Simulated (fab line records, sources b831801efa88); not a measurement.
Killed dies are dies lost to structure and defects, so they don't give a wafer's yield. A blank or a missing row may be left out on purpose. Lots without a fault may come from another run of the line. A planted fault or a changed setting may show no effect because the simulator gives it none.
fab line records | flow sky130
record lots=12 wafers=36 last_day=50
route steps=708 shown CONTACT@420 METAL1@434 VIA1@471 PAD_OPEN@708
lots that met no fault: from a run of the same line without faults
start_h: hours from the record's first day to the start of the lot's first wafer shown | wait_h: hours since the lot's step before | " the same as in the row above | L1.1+2: a row that stands for several wafers | - no value, or no start given | * or withheld: withheld | < > ~ a bound
route shown NAME@n: a module of which the file shows steps, and the number in the route of the first | usual: mean/standard deviation of fault-free wafers | same: alike in all rows | chamber/n: place in a boat | sites: the reading at each site | _std_site: their standard deviation | _edge_site: outer sites' mean less inner sites' | radius_mm: how far each site lies from the wafer's centre | mask NAME#n: copy n | behind: the tool/chamber that last shaped the wafer | hold: why the lot was held/for how many hours/how that ended | device: the transistor (n, p or np) that didn't switch | end of line: the same wafers' tests at the end of the route | a step without rows: its recipe alone | killed: dies lost to structure and defects at the first sort, not the wafer's yield | map: a wafer's dies, x killed, . not, _ none there
set.NAME: the setting as run; set.NAME@STEP: as run at that earlier step | model.NAME: the simulator's own value behind a step, which no gauge read
steps of the route over a sample of lots; a table a step, a row a wafer
services: from which hour (start_h, from the record's first day; less than 0 if before it) a tool's chamber was out of use, for how many hours, and why
## steps
# step SKY_CONTACT_CD_MEAS_14
# recipe target_cd_nm=170
# usual cd_nm=170.3/1.4
# columns lot.wafer tool chamber start_h wait_h cd_nm
L926.1 cd_sem-02 - 744.31 - 170.7
L926.2 " - " " 169.5
L926.4 " - " " 170.3
L928.2 cd_sem-02 - 767.77 - 167.8
L928.5 " - " " 168.3
L928.6 " - " " 168.6
L930.1 cd_sem-02 - 775.85 - 172.1
L930.2 " - " " 171.5
L930.6 " - " " 173.8
L929.1 cd_sem-02 - 779.45 - 170.3
L929.2 " - " " 170.0
L929.4 " - " " 170.5
L934.2 cd_sem-01 - 824.48 - 168.0
L934.3 " - " " 167.7
L934.4 " - " " 167.8
L936.1 cd_sem-02 - 875.05 - 171.0
L936.2 " - " " 172.8
L936.3 " - " " 172.3
L937.1 cd_sem-01 - 876.05 - 167.8
L937.3 " - " " 168.4
L937.6 " - " " 168.2
L938.2 cd_sem-01 - 879.12 - 169.3
L938.3 " - " " 170.0
L938.6 " - " " 169.3
L940.1 cd_sem-01 - 880.70 - 167.6
L940.3 " - " " 169.0
L940.5 " - " " 168.9
L944.1 cd_sem-02 - 894.88 - 169.4
L944.2 " - " " 167.7
L944.5 " - " " 168.6
L945.1 cd_sem-02 - 905.18 - 172.0
L945.5 " - " " 170.7
L945.6 " - " " 172.3
L946.4 cd_sem-02 - 910.66 - 170.0
L946.5 " - " " 171.2
L946.6 " - " " 170.6
# step SKY_METAL1_SPUTTER_00
# recipe material=Ti target_thk_nm=15 power_w=3000 time_s=10 chamber_pressure_pa=0.4
# usual cathode_dc_power_W=3000.0/0.48 throttle_valve_pct=29.5/1.1
# same time_s=10
# columns lot.wafer tool chamber start_h wait_h cathode_dc_power_W throttle_valve_pct
L926.1 pvd_sputter-02 - 745.84 0.1 2999.8 31.0
L926.2 " - " " 3000.0 29.1
L926.4 " - " " 3000.4 30.3
L928.2 pvd_sputter-04 - 769.42 0.1 3000.1 29.0
L928.5 " - " " 2999.3 29.1
L928.6 " - " " 2999.7 31.0
L930.1 pvd_sputter-01 - 777.49 0.1 3000.5 28.0
L930.2 " - " " 3000.9 27.4
L930.6 " - " " 3000.2 29.8
L929.1 pvd_sputter-02 - 780.99 0.2 3000.1 28.9
L929.2 " - " " 2999.8 29.1
L929.4 " - " " 3000.0 30.9
L934.2 pvd_sputter-02 - 825.99 0.1 3000.7 29.3
L934.3 " - " " 2999.8 29.0
L934.4 " - " " 2999.2 30.7
L936.1 pvd_sputter-04 - 876.62 0.1 3000.6 31.2
L936.2 " - " " 2999.7 29.8
L936.3 " - " " 3000.5 29.0
L937.1 pvd_sputter-02 - 877.59 0.1 3000.8 31.0
L937.3 " - " " 3000.1 30.6
L937.6 " - " " 2999.7 30.6
L938.2 pvd_sputter-01 - 881.13 0.1 2999.8 27.4
L938.3 " - " " 3000.1 28.4
L938.6 " - " " 3000.0 30.4
L940.1 pvd_sputter-01 - 882.67 0.2 3000.4 28.1
L940.3 " - " " 3000.2 27.4
L940.5 " - " " 2999.7 27.5
L944.1 pvd_sputter-04 - 896.46 0.1 2999.8 29.0
L944.2 " - " " 2999.8 30.1
L944.5 " - " " 2999.2 29.1
L945.1 pvd_sputter-04 - 906.76 0.1 2999.6 28.9
L945.5 " - " " 3000.3 28.8
L945.6 " - " " 2999.6 31.2
L946.4 pvd_sputter-01 - 912.26 0.1 3000.6 28.0
L946.5 " - " " 2999.4 30.5
L946.6 " - " " 2999.6 27.3
# step SKY_METAL1_STRIP_20
# recipe chemistry=O2/N2 power_w=1400 pressure_mtorr=1500 platen_temp_c=withheld o2_flow_sccm=3000 n2_flow_sccm=300 overash_fraction=0.5
# usual drypump_motor_current_A=6.1/0.61 oes_product_au=0.344/0.005 overash_fraction=0.5/0 strip_time_to_endpoint_s=2.72/0.031
# columns lot.wafer tool chamber start_h wait_h drypump_motor_current_A oes_product_au overash_fraction rf_hours_counter_h strip_time_to_endpoint_s
L926.1 plasma_asher-04 1 773.08 0.1 6.7 0.350 0.5 3 2.74
L926.2 " 0 " " 5.2 0.343 0.5 3 2.75
L926.4 " 0 " " 5.2 0.343 0.5 - 2.76
L928.2 plasma_asher-03 1 797.42 0.1 6.3 0.347 0.5 38 2.71
L928.5 " 0 " " 5.6 0.336 0.5 - 2.69
L928.6 " 1 " " 6.3 0.342 0.5 - 2.65
L930.1 plasma_asher-04 1 804.99 0.1 6.7 0.340 0.5 6 2.70
L930.2 " 0 " " 5.2 0.345 0.5 6 2.74
L930.6 " 0 " " 5.2 0.348 0.5 - 2.71
L929.1 plasma_asher-04 0 808.93 0.1 5.2 0.348 0.5 7 2.75
L929.2 " 1 " " 6.8 0.343 0.5 7 2.71
L929.4 " 1 " " 6.8 0.343 0.5 - 2.71
L934.2 plasma_asher-04 0 852.28 0.1 5.2 0.343 0.5 11 2.71
L934.3 " 0 " " 5.2 0.343 0.5 - 2.73
L934.4 " 1 " " 6.8 0.345 0.5 - 2.71
L936.1 plasma_asher-01 1 903.27 0.1 6.4 0.349 0.5 79 2.71
L936.2 " 0 " " 6.2 0.340 0.5 79 2.71
L936.3 " 0 " " 6.2 0.346 0.5 - 2.68
L937.1 plasma_asher-04 1 904.38 0.1 6.8 0.348 0.3 17 2.73
L937.3 " 0 " " 5.2 0.344 0.3 - 2.76
L937.6 " 1 " " 6.7 0.341 0.3 - 2.74
L938.2 plasma_asher-04 0 907.69 0.1 5.2 0.344 0.3 17 2.76
L938.3 " 0 " " 5.2 0.341 0.3 - 2.73
L938.6 " 0 " " 5.2 0.342 0.3 - 2.72
L940.1 plasma_asher-04 1 909.08 0.1 6.8 0.343 0.3 17 2.71
L940.3 " 0 " " 5.2 0.339 0.3 - 2.77
L940.5 " 0 " " 5.2 0.348 0.3 - 2.72
L944.1 plasma_asher-01 1 923.22 0.1 6.4 0.334 0.5 81 2.69
L944.2 " 0 " " 6.2 0.333 0.5 81 2.68
L944.5 " 0 " " 6.3 0.346 0.5 - 2.67
L945.1 plasma_asher-01 1 932.87 0.1 6.4 0.351 0.5 82 2.79
L945.5 " 0 " " 6.3 0.351 0.5 - 2.77
L945.6 " 1 " " 6.4 0.342 0.5 - 2.75
L946.4 plasma_asher-03 1 937.80 0.1 6.3 0.340 0.5 - 2.75
L946.5 " 1 " " 6.4 0.350 0.5 - 2.77
L946.6 " 0 " " 5.6 0.351 0.5 - 2.72
# step SKY_VIA1_OVL_MEAS_13
# usual VIA1_OVL=1/4.7
# columns lot.wafer tool chamber start_h wait_h VIA1_OVL[nm]
L926.1 overlay-02 - 801.01 0.1 -7
L926.2 " - " " -7
L926.4 " - " " -4
L928.2 overlay-01 - 826.16 0.1 -1
L928.5 " - " " -3
L928.6 " - " " 0
L930.1 overlay-02 - 833.15 0.1 0
L930.2 " - " " 4
L930.6 " - " " 2
L929.1 overlay-02 - 837.52 0.1 -3
L929.2 " - " " 3
L929.4 " - " " 5
L934.2 overlay-02 - 879.61 0.1 3
L934.3 " - " " 9
L934.4 " - " " 1
L936.1 overlay-01 - 930.50 0.1 4
L936.2 " - " " 1
L936.3 " - " " 7
L937.1 overlay-02 - 930.85 0.1 2
L937.3 " - " " -3
L937.6 " - " " -1
L938.2 overlay-01 - 934.66 0.1 9
L938.3 " - " " 1
L938.6 " - " " 5
L940.1 overlay-02 - 935.23 0.1 -5
L940.3 " - " " 1
L940.5 " - " " 12
L944.1 overlay-02 - 948.00 0.1 -7
L944.2 " - " " -8
L944.5 " - " " -3
L945.1 overlay-02 - 958.58 0.1 2
L945.5 " - " " -8
L945.6 " - " " 1
L946.4 overlay-01 - 962.83 0.1 11
L946.5 " - " " -4
L946.6 " - " " 4
# step SKY_PAD_OPEN_PROBE_99
# usual defect_limited_yield=82.6/2 killed_at_M0_to_M3=43/7.3 killed_at_M4_up=3.4/1.7 killed_at_contacts=24/4.5 killed_at_front_end=16/4.4 killed_at_other=0.2/0.51 killed_dies=86/9.7 killed_on_rim=17/3.7 killed_open=46/6.6 killed_short=39/7.1 sort_bin_3_pad_short=0.9/0.45 sort_bin_5_function=10.4/1.4 sort_bin_6_memory=6.2/1.2 sort_n_pass=406/9.7 sort_yield_pct=82.6/2
# same gross_dies=492 killed_at_back_side=0 sort_bin_4_leakage[%]=0 sort_bin_8_speed[%]=0
# columns lot.wafer tool chamber start_h wait_h defect_limited_yield[%] killed_at_M0_to_M3 killed_at_M4_up killed_at_contacts killed_at_front_end killed_at_other killed_dies killed_on_rim killed_open killed_short sort_bin_3_pad_short[%] sort_bin_5_function[%] sort_bin_6_memory[%] sort_n_pass sort_yield_pct[%]
L926.1 prober-01 - 1082.97 0.1 80.3 55 2 27 13 0 97 13 53 44 0.4 10.0 9.3 395 80.3
L926.2 prober-01 - 1083.02 0.1 81.1 55 1 22 15 0 93 18 52 41 0.6 11.4 6.9 399 81.1
L926.4 prober-01 - 1083.12 0.2 79.3 53 4 32 12 1 102 21 54 48 1.0 11.8 7.9 390 79.3
L928.2 prober-01 - 1101.59 0.1 82.7 39 3 24 19 0 85 17 46 38 0.4 12.8 4.1 407 82.7
L928.5 prober-01 - 1101.74 0.2 85.8 40 0 19 11 0 70 14 40 30 0.4 7.3 6.5 422 85.8
L928.6 prober-01 - 1101.79 0.2 81.3 40 4 31 17 0 92 13 51 41 1.2 8.3 9.1 400 81.3
L930.1 prober-01 - 1106.73 0.1 83.1 51 3 22 7 0 83 21 45 38 0.6 9.1 7.1 409 83.1
L930.2 prober-01 - 1106.78 0.1 82.3 44 6 26 11 0 87 21 52 35 1.4 8.7 7.5 405 82.3
L930.6 prober-01 - 1106.98 0.2 80.1 47 7 21 23 0 98 24 59 39 0.8 11.8 7.3 394 80.1
L929.1 prober-01 - 1109.56 0.1 79.9 45 2 31 18 3 99 19 51 48 1.6 10.6 7.9 393 79.9
L929.2 prober-01 - 1109.61 0.1 85.6 34 1 16 20 0 71 9 44 27 0.8 8.9 4.7 421 85.6
L929.4 prober-01 - 1109.71 0.2 80.5 51 3 28 14 0 96 19 54 42 1.2 10.0 8.3 396 80.5
L934.2 prober-01 - 1139.22 0.1 83.3 37 6 20 19 0 82 13 38 43 1.2 10.0 5.5 410 83.3
L934.3 prober-01 - 1139.27 0.2 84.6 34 2 26 14 0 76 20 46 30 0.2 10.2 5.1 416 84.6
L934.4 prober-01 - 1139.32 0.2 82.1 39 4 26 19 0 88 18 50 38 0.4 11.2 6.3 404 82.1
L937.1 prober-01 - 1178.96 0.1 78.9 55 4 26 19 0 104 21 52 49 0.6 13.6 6.9 388 78.9
L937.3 prober-01 - 1179.06 0.2 78.0 50 8 28 22 0 108 20 58 48 1.6 11.8 8.5 384 78.0
L937.6 prober-01 - 1179.21 0.2 80.5 45 8 26 17 0 96 17 44 51 0.4 12.8 6.3 396 80.5
L936.1 prober-01 - 1180.46 0.1 81.7 49 3 14 23 1 90 17 44 46 2.4 10.2 5.7 402 81.7
L936.2 prober-01 - 1180.51 0.1 83.9 40 1 20 18 0 79 14 44 35 1.2 9.8 5.1 413 83.9
L936.3 prober-01 - 1180.56 0.2 80.1 59 1 20 18 0 98 18 51 47 1.8 11.4 6.7 394 80.1
L938.2 prober-01 - 1182.01 0.1 78.9 55 9 22 18 0 104 20 45 59 1.8 12.4 6.9 388 78.9
L938.3 prober-01 - 1182.06 0.2 80.3 48 6 28 14 1 97 19 59 38 0.6 12.8 6.3 395 80.3
L938.6 prober-01 - 1182.21 0.2 84.6 48 1 14 13 0 76 12 33 43 1.0 8.5 5.9 416 84.6
L940.1 prober-01 - 1183.03 0.1 82.7 44 4 26 10 1 85 18 37 48 1.0 9.8 6.5 407 82.7
L940.3 prober-01 - 1183.13 0.2 83.1 44 3 23 12 1 83 19 39 44 1.6 8.7 6.5 409 83.1
L940.5 prober-01 - 1183.23 0.2 83.3 38 2 28 14 0 82 13 49 33 1.0 11.2 4.5 410 83.3
L944.1 prober-01 - 1191.20 0.2 86.8 31 3 19 12 0 65 12 38 27 0.2 8.3 4.7 427 86.8
L944.2 prober-01 - 1191.25 0.2 82.9 33 7 29 14 1 84 14 47 37 0.4 10.4 6.3 408 82.9
L944.5 prober-01 - 1191.40 0.3 85.4 33 1 22 16 0 72 14 41 31 0.8 8.5 5.3 420 85.4
L945.1 prober-01 - 1197.57 0.1 83.5 39 4 30 8 0 81 16 38 43 1.0 10.4 5.1 411 83.5
L945.5 prober-01 - 1197.77 0.2 86.6 34 2 27 3 0 66 17 39 27 0.4 7.3 5.7 426 86.6
L945.6 prober-01 - 1197.82 0.2 84.6 40 2 21 13 0 76 15 45 31 0.4 9.3 5.7 416 84.6
L946.4 prober-01 - 1203.20 0.2 82.7 49 3 22 11 0 85 16 48 37 0.6 11.8 4.9 407 82.7
L946.5 prober-01 - 1203.25 0.2 83.7 36 3 25 16 0 80 19 42 37 0.8 9.8 5.7 412 83.7
L946.6 prober-01 - 1203.30 0.2 83.5 43 2 15 21 0 81 18 45 35 1.0 9.3 6.1 411 83.5
# killed by level:class
L926.1 VIA1:geometric_particle:open=15 LI_CONTACT:geometric_particle:open=11 CONTACT:geometric_particle:open=10 METAL2:geometric_particle:short=9 VIA1:geometric_particle:short=7 VIA3:geometric_particle:open=6 POLY_GATE:geometric_particle:short=5 METAL1:geometric_particle:short=5
L926.2 VIA1:geometric_particle:open=16 CONTACT:geometric_particle:open=11 VIA2:geometric_particle:open=10 VIA1:geometric_particle:short=9 VIA3:geometric_particle:open=5 POLY_GATE:geometric_particle:short=4 LI_CONTACT:geometric_particle:open=4 CONTACT:geometric_particle:short=4
L926.4 VIA2:geometric_particle:open=15 VIA1:geometric_particle:open=12 LI_CONTACT:geometric_particle:open=9 VIA1:geometric_particle:short=8 CONTACT:geometric_particle:short=6 LI_CONTACT:geometric_particle:short=6 POLY_GATE:geometric_particle:short=5 CONTACT:geometric_particle:open=5
L928.2 CONTACT:geometric_particle:open=12 VIA1:geometric_particle:open=7 LI_CONTACT:geometric_particle:open=6 VIA1:geometric_particle:short=6 POLY_GATE:geometric_particle:open=5 CONTACT:geometric_particle:short=5 METAL1:geometric_particle:short=5 VIA3:geometric_particle:open=5
L928.5 VIA1:geometric_particle:open=13 CONTACT:geometric_particle:open=8 CONTACT:geometric_particle:short=6 METAL1:geometric_particle:short=5 VIA1:geometric_particle:short=5 LI_CONTACT:geometric_particle:open=4 VIA2:geometric_particle:open=4 METAL2:geometric_particle:short=4
L928.6 CONTACT:geometric_particle:open=10 VIA1:geometric_particle:open=10 LI_CONTACT:geometric_particle:open=8 METAL1:geometric_particle:short=6 VIA3:geometric_particle:open=5 LI_CONTACT:geometric_particle:short=4 CONTACT:geometric_particle:short=4 METAL2:geometric_particle:short=4
L930.1 VIA1:geometric_particle:open=12 CONTACT:geometric_particle:open=9 VIA3:geometric_particle:open=8 VIA2:geometric_particle:open=7 METAL2:geometric_particle:short=6 LI_CONTACT:geometric_particle:open=5 METAL1:geometric_particle:short=5 LI_CONTACT:geometric_particle:short=4
L930.2 CONTACT:geometric_particle:open=11 VIA2:geometric_particle:open=11 VIA1:geometric_particle:open=10 VIA1:geometric_particle:short=7 LI_CONTACT:geometric_particle:open=6 LOCAL_INTERCONNECT:geometric_particle:short=5 METAL1:geometric_particle:short=4 VIA3:geometric_particle:open=4
L930.6 VIA2:geometric_particle:open=11 VIA1:geometric_particle:open=11 CONTACT:geometric_particle:open=9 VIA3:geometric_particle:open=7 METAL4:geometric_particle:short=6 FIELD_ISO:geometric_particle:open=5 METAL3:geometric_particle:short=5 SPACER:geometric_particle:open=4
L929.1 CONTACT:geometric_particle:open=14 VIA2:geometric_particle:open=11 METAL2:geometric_particle:short=8 LI_CONTACT:geometric_particle:open=6 VIA1:geometric_particle:open=6 LOCAL_INTERCONNECT:geometric_particle:short=5 CONTACT:geometric_particle:short=5 FIELD_ISO:geometric_particle:open=4
L929.2 VIA2:geometric_particle:open=9 FIELD_ISO:geometric_particle:short=8 CONTACT:geometric_particle:open=8 FIELD_ISO:geometric_particle:open=5 VIA1:geometric_particle:open=5 LI_CONTACT:geometric_particle:open=4 VIA3:geometric_particle:short=4 POLY_GATE:geometric_particle:open=3
L929.4 VIA1:geometric_particle:open=10 VIA2:geometric_particle:open=10 VIA1:geometric_particle:short=9 CONTACT:geometric_particle:open=8 LI_CONTACT:geometric_particle:open=7 METAL2:geometric_particle:short=6 LI_CONTACT:geometric_particle:short=5 CONTACT:geometric_particle:short=5
L934.2 VIA2:geometric_particle:open=8 LI_CONTACT:geometric_particle:open=7 VIA3:geometric_particle:open=7 FIELD_ISO:geometric_particle:short=6 METAL1:geometric_particle:short=6 POLY_GATE:geometric_particle:short=5 CONTACT:geometric_particle:open=5 METAL2:geometric_particle:short=5
L934.3 CONTACT:geometric_particle:open=9 VIA1:geometric_particle:open=9 LI_CONTACT:geometric_particle:open=7 CONTACT:geometric_particle:short=6 VIA2:geometric_particle:open=6 VIA3:geometric_particle:open=6 POLY_GATE:geometric_particle:short=4 METAL2:geometric_particle:short=4
L934.4 VIA1:geometric_particle:open=14 CONTACT:geometric_particle:open=10 CONTACT:geometric_particle:short=6 VIA3:geometric_particle:open=6 FIELD_ISO:geometric_particle:short=5 FIELD_ISO:geometric_particle:open=5 POLY_GATE:geometric_particle:short=5 VIA3:geometric_particle:short=5
L937.1 VIA1:geometric_particle:open=12 CONTACT:geometric_particle:open=11 VIA2:geometric_particle:open=10 FIELD_ISO:geometric_particle:short=9 METAL2:geometric_particle:short=9 VIA1:geometric_particle:short=8 LI_CONTACT:geometric_particle:open=6 LI_CONTACT:geometric_particle:short=6
L937.3 VIA1:geometric_particle:open=12 CONTACT:geometric_particle:open=10 LI_CONTACT:geometric_particle:open=9 METAL4:geometric_particle:short=7 VIA3:geometric_particle:open=6 VIA2:geometric_particle:open=6 FIELD_ISO:geometric_particle:open=5 POLY_GATE:geometric_particle:open=5
L937.6 VIA2:geometric_particle:open=8 VIA1:geometric_particle:short=8 METAL1:geometric_particle:short=7 VIA1:geometric_particle:open=7 CONTACT:geometric_particle:open=7 LOCAL_INTERCONNECT:geometric_particle:short=6 FIELD_ISO:geometric_particle:short=5 CONTACT:geometric_particle:short=5
L936.1 FIELD_ISO:geometric_particle:open=9 VIA1:geometric_particle:open=7 VIA1:geometric_particle:short=7 VIA2:geometric_particle:open=7 VIA3:geometric_particle:open=6 LI_CONTACT:geometric_particle:open=5 VIA2:geometric_particle:short=5 METAL3:geometric_particle:short=5
L936.2 VIA1:geometric_particle:open=10 FIELD_ISO:geometric_particle:open=9 CONTACT:geometric_particle:open=9 METAL2:geometric_particle:short=7 FIELD_ISO:geometric_particle:short=6 VIA2:geometric_particle:open=6 LI_CONTACT:geometric_particle:open=4 VIA2:geometric_particle:short=4
L936.3 VIA1:geometric_particle:open=20 METAL1:geometric_particle:short=8 LI_CONTACT:geometric_particle:open=7 CONTACT:geometric_particle:short=7 VIA2:geometric_particle:open=5 VIA3:geometric_particle:open=5 POLY_GATE:geometric_particle:open=4 METAL2:geometric_particle:short=4
L938.2 VIA1:geometric_particle:open=18 METAL2:geometric_particle:short=11 VIA1:geometric_particle:short=8 POLY_GATE:geometric_particle:short=7 METAL4:geometric_particle:short=7 LOCAL_INTERCONNECT:geometric_particle:short=5 LI_CONTACT:geometric_particle:open=4 CONTACT:geometric_particle:open=4
L938.3 VIA1:geometric_particle:open=13 CONTACT:geometric_particle:open=12 VIA3:geometric_particle:open=10 VIA1:geometric_particle:short=6 CONTACT:geometric_particle:short=5 METAL4:geometric_particle:short=5 LOCAL_INTERCONNECT:geometric_particle:short=4 POLY_GATE:geometric_particle:open=3
L938.6 METAL1:geometric_particle:short=9 METAL2:geometric_particle:short=8 VIA1:geometric_particle:short=7 VIA2:geometric_particle:open=7 CONTACT:geometric_particle:short=5 VIA1:geometric_particle:open=5 SPACER:geometric_particle:open=4 CONTACT:geometric_particle:open=4
L940.1 VIA1:geometric_particle:open=9 VIA1:geometric_particle:short=8 LI_CONTACT:geometric_particle:short=7 LOCAL_INTERCONNECT:geometric_particle:short=6 CONTACT:geometric_particle:open=6 METAL2:geometric_particle:short=5 LI_CONTACT:geometric_particle:open=4 METAL1:geometric_particle:short=4
L940.3 CONTACT:geometric_particle:open=12 METAL2:geometric_particle:short=9 VIA1:geometric_particle:open=8 METAL1:geometric_particle:short=7 VIA3:geometric_particle:open=7 FIELD_ISO:geometric_particle:short=5 LOCAL_INTERCONNECT:geometric_particle:short=4 CONTACT:geometric_particle:short=3
L940.5 VIA1:geometric_particle:open=12 LI_CONTACT:geometric_particle:open=9 VIA1:geometric_particle:short=7 VIA3:geometric_particle:open=7 CONTACT:geometric_particle:open=6 CONTACT:geometric_particle:short=5 METAL2:geometric_particle:short=5 FIELD_ISO:geometric_particle:open=3
L944.1 CONTACT:geometric_particle:open=10 VIA1:geometric_particle:open=7 LI_CONTACT:geometric_particle:open=4 METAL1:geometric_particle:short=4 METAL2:geometric_particle:short=4 VIA3:geometric_particle:open=4 VIA2:geometric_particle:open=4 POLY_GATE:geometric_particle:short=3
L944.2 CONTACT:geometric_particle:open=14 VIA2:geometric_particle:open=8 POLY_GATE:geometric_particle:short=5 VIA3:geometric_particle:open=5 VIA1:geometric_particle:open=5 VIA2:geometric_particle:short=4 METAL4:geometric_particle:short=4 LI_CONTACT:geometric_particle:short=4
L944.5 CONTACT:geometric_particle:open=10 VIA1:geometric_particle:open=8 CONTACT:geometric_particle:short=6 METAL2:geometric_particle:short=6 POLY_GATE:geometric_particle:open=5 VIA2:geometric_particle:short=5 METAL1:geometric_particle:short=4 VIA3:geometric_particle:open=4
L945.1 CONTACT:geometric_particle:short=9 LI_CONTACT:geometric_particle:open=8 CONTACT:geometric_particle:open=8 METAL2:geometric_particle:short=8 VIA2:geometric_particle:open=7 VIA1:geometric_particle:open=6 METAL1:geometric_particle:short=5 FIELD_ISO:geometric_particle:short=4
L945.5 LI_CONTACT:geometric_particle:open=7 CONTACT:geometric_particle:open=7 VIA1:geometric_particle:open=7 VIA2:geometric_particle:open=6 LI_CONTACT:geometric_particle:short=5 VIA3:geometric_particle:open=4 LOCAL_INTERCONNECT:geometric_particle:short=3 METAL1:geometric_particle:short=3
L945.6 LI_CONTACT:geometric_particle:open=10 VIA1:geometric_particle:open=9 CONTACT:geometric_particle:open=7 FIELD_ISO:geometric_particle:short=5 POLY_GATE:geometric_particle:open=5 METAL1:geometric_particle:short=5 VIA1:geometric_particle:short=5 VIA3:geometric_particle:open=5
L946.4 VIA1:geometric_particle:open=11 LI_CONTACT:geometric_particle:open=8 METAL2:geometric_particle:short=8 METAL1:geometric_particle:short=8 CONTACT:geometric_particle:open=7 VIA3:geometric_particle:open=6 FIELD_ISO:geometric_particle:open=4 VIA2:geometric_particle:short=4
L946.5 VIA1:geometric_particle:open=11 FIELD_ISO:geometric_particle:open=7 LOCAL_INTERCONNECT:geometric_particle:short=6 CONTACT:geometric_particle:open=6 VIA2:geometric_particle:open=5 LI_CONTACT:geometric_particle:open=5 POLY_GATE:geometric_particle:short=4 METAL1:geometric_particle:short=4
L946.6 VIA1:geometric_particle:open=14 VIA1:geometric_particle:short=8 METAL2:geometric_particle:short=8 FIELD_ISO:geometric_particle:short=6 POLY_GATE:geometric_particle:open=5 CONTACT:geometric_particle:open=5 LI_CONTACT:geometric_particle:open=4 VIA3:geometric_particle:open=4
## services
# columns tool chamber start_h hours kind
plasma_asher-04 - 733.75 9.0 pm
plasma_asher-04 0 733.75 9.0 vent_cycle
plasma_asher-04 1 733.75 9.0 vent_cycle
plasma_asher-04 0 742.75 - clean
plasma_asher-04 1 742.75 - clean
pvd_sputter-02 - 743.03 1.1 repair
pvd_sputter-01 - 748.70 4.8 repair
plasma_asher-01 - 750.55 6.6 repair
pvd_sputter-02 - 757.44 3.7 repair
plasma_asher-03 - 772.82 2.4 repair
plasma_asher-01 - 774.90 15.6 pm
pvd_sputter-02 - 782.71 1.2 repair
pvd_sputter-02 - 791.87 1.8 repair
pvd_sputter-02 - 802.97 4.8 repair
pvd_sputter-02 - 834.71 1.1 repair
plasma_asher-03 - 840.66 1.6 repair
plasma_asher-01 - 861.32 14.2 pm
plasma_asher-04 - 879.95 4.5 repair
pvd_sputter-02 - 887.64 3.4 repair
pvd_sputter-01 - 890.77 4.1 repair
plasma_asher-01 - 902.30 0.4 repair
pvd_sputter-02 - 904.31 11.8 repair
plasma_asher-01 - 912.72 3.7 repair
pvd_sputter-01 - 925.11 1.4 repair
## key
first_sign step=SKY_METAL1_STRIP_20 reading=overash_fraction direction=down sigmas=99+ usual=0.5 struck=0.3
effect none on later readings
met_at SKY_METAL1_STRIP_20
struck_lots L937,L938,L940
not_acting_at SKY_CONTACT_CD_MEAS_14,SKY_METAL1_SPUTTER_00,SKY_VIA1_OVL_MEAS_13
onset_between 852.28 904.38
fault kind=process_parameter_drift tool=plasma_asher-04 chamber=- onset_h=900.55 steps=SKY_METAL1_STRIP_20 channel=overash_fraction offset=-0.2 shape=step end_h=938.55 acts_in=these_recipes_only stated=0.5
